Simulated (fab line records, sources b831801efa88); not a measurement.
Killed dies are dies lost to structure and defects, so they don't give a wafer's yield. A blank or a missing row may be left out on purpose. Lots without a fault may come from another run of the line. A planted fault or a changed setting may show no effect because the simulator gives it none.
Split-lot experiment | flow sky130 | 5 lots, 23 wafers read, on a route of 708 steps

THE SPLIT
At SKY_VIA2_CMP_02 (polishes SiO2), the setting leave_above_ref_nm was moved away from the recipe's 495 nm on 7 of the 23 wafers read, by -7.1% to +4.9%. The other wafers ran this setting at the recipe's value.

FROM THE SPLIT TO THE READING: what the file shows between them, 5 steps
- SKY_VIA2_EXPOSE_09: exposes mask VIM2, target cd 200 nm (also split here: dose_mj)
- SKY_VIA2_PEB_10
- SKY_VIA2_DEVELOP_11: develop time 60 s
- SKY_VIA2_CD_MEAS_12: target cd 200 nm
- SKY_VIA2_ETCH_14: etches BARC in N2/H2, stops on SiO2, time 45.9 s, target depth 60 nm

THE READING
oes_product_au, in a.u., at SKY_VIA2_ETCH_15 (etches SiO2 in C4F8/O2/Ar, stops on TiN, target depth 546 nm, time 84 s). Fault-free wafers of this fab line usually give 0.939 a.u., standard deviation 0.0048 a.u..

wafer  | tool, chamber at the split | leave_above_ref_nm as run, nm | against the recipe | oes_product_au, a.u. | against lot-mates on the recipe
L076.2 | cmp-02, 3                  | 519.1                         | +4.9%              | 0.971                | +0.032
L076.3 | cmp-02, 2                  | 519.1                         | +4.9%              | 0.968                | +0.029
L076.4 | cmp-02, 1                  | 519.1                         | +4.9%              | 0.974                | +0.035
L076.5 | cmp-02, 2                  | 495                           | recipe             | 0.940                | -
L076.6 | cmp-02, 1                  | 495                           | recipe             | 0.937                | -
L080.1 | cmp-01, 3,0                | 495                           | recipe             | 0.944                | -
L080.3 | cmp-01, 2                  | 511.8                         | +3.4%              | 0.952                | +0.012
L080.4 | cmp-01, 3,0                | 495                           | recipe             | 0.933                | -
L080.5 | cmp-01, 2                  | 511.8                         | +3.4%              | 0.954                | +0.014
L080.6 | cmp-01, 3                  | 495                           | recipe             | 0.944                | -
L081.1 | cmp-02, 2                  | 460                           | -7.1%              | 0.897                | -0.043
L081.2 | cmp-02, 3,0                | 495                           | recipe             | 0.939                | -
L081.3 | cmp-02, 1                  | 460                           | -7.1%              | 0.900                | -0.040
L081.4 | cmp-02, 0                  | 495                           | recipe             | 0.943                | -
L081.6 | cmp-02, 3,0                | 495                           | recipe             | 0.938                | -
L082.1 | cmp-01, 2,0,3              | 495                           | recipe             | 0.943                | -
L082.2 | cmp-01, 1                  | 495                           | recipe             | 0.944                | -
L082.4 | cmp-01, 2,0,3              | 495                           | recipe             | 0.934                | -
L082.5 | cmp-01, 2,0,3              | 495                           | recipe             | 0.942                | -
L082.6 | cmp-01, 2                  | 495                           | recipe             | 0.942                | -
L084.3 | cmp-01, 3                  | 495                           | recipe             | 0.936                | -
L084.5 | cmp-01, 2                  | 495                           | recipe             | 0.937                | -
L084.6 | cmp-01, 1                  | 495                           | recipe             | 0.945                | -
Where a row lists several chambers, the file gives one row for several wafers and doesn't say which wafer went through which chamber.

THE FIT
A straight line over all 23 wafers: oes_product_au changes by +0.00582 a.u. for each +1% of leave_above_ref_nm; r = +0.97; the points scatter about the line by 0.0041 a.u..
The same after taking each lot's own level away (the mean of its wafers on the recipe; 23 wafers): +0.00592 a.u. for each +1%; r = +0.97; scatter 0.0043 a.u..
On that fit, the largest move of leave_above_ref_nm shifts the reading by 0.042 a.u..
The lots' own levels span 0.9385 to 0.9410 a.u., that is 0.5 times the standard deviation above.
So the lot-to-lot level changes the slope little: the two slopes agree.
Check: with one of the wafers moved furthest among these (-7.1%) left out of the fit, the line predicts -0.0415 a.u. for it against its lot-mates. It came out at -0.043 a.u. against them.

OTHER SPLITS ON THESE WAFERS
These wafers also went through other splits before the reading. Each is held against what the fit with the lots' levels taken away leaves over:
other split on the same wafers          | wafers away from the commonest value | r with oes_product_au (lot level and that fit taken away)
SKY_VIA1_SPUTTER_20 chamber_pressure_pa | 15                                   | -0.12
SKY_VIA2_EXPOSE_09 dose_mj              | 12                                   | -0.31

THE WHOLE CHAIN: every reading that the file lists as answering this split, in the file's order
step             | what it does                                                            | reading                                                                        | change (the file's fit)                   | r (the file's)
SKY_VIA2_CMP_02  | polishes SiO2                                                           | SiO2_of_VIA2_HDPCVD_00.thk_nm (the simulator's own value, which no gauge read) | +5.01 nm for each +1% of the setting      | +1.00
SKY_VIA2_ETCH_15 | etches SiO2 in C4F8/O2/Ar, stops on TiN, target depth 546 nm, time 84 s | oes_product_au                                                                 | +0.00582 a.u. for each +1% of the setting | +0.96
SKY_VIA2_ETCH_15 | etches SiO2 in C4F8/O2/Ar, stops on TiN, target depth 546 nm, time 84 s | VIA2.feature_depth_nm (the simulator's own value, which no gauge read)         | +4.91 nm for each +1% of the setting      | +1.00

THE FILE'S OWN FIT
oes_product_au changes by +0.00582 a.u. for each +1% of leave_above_ref_nm, r = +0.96.
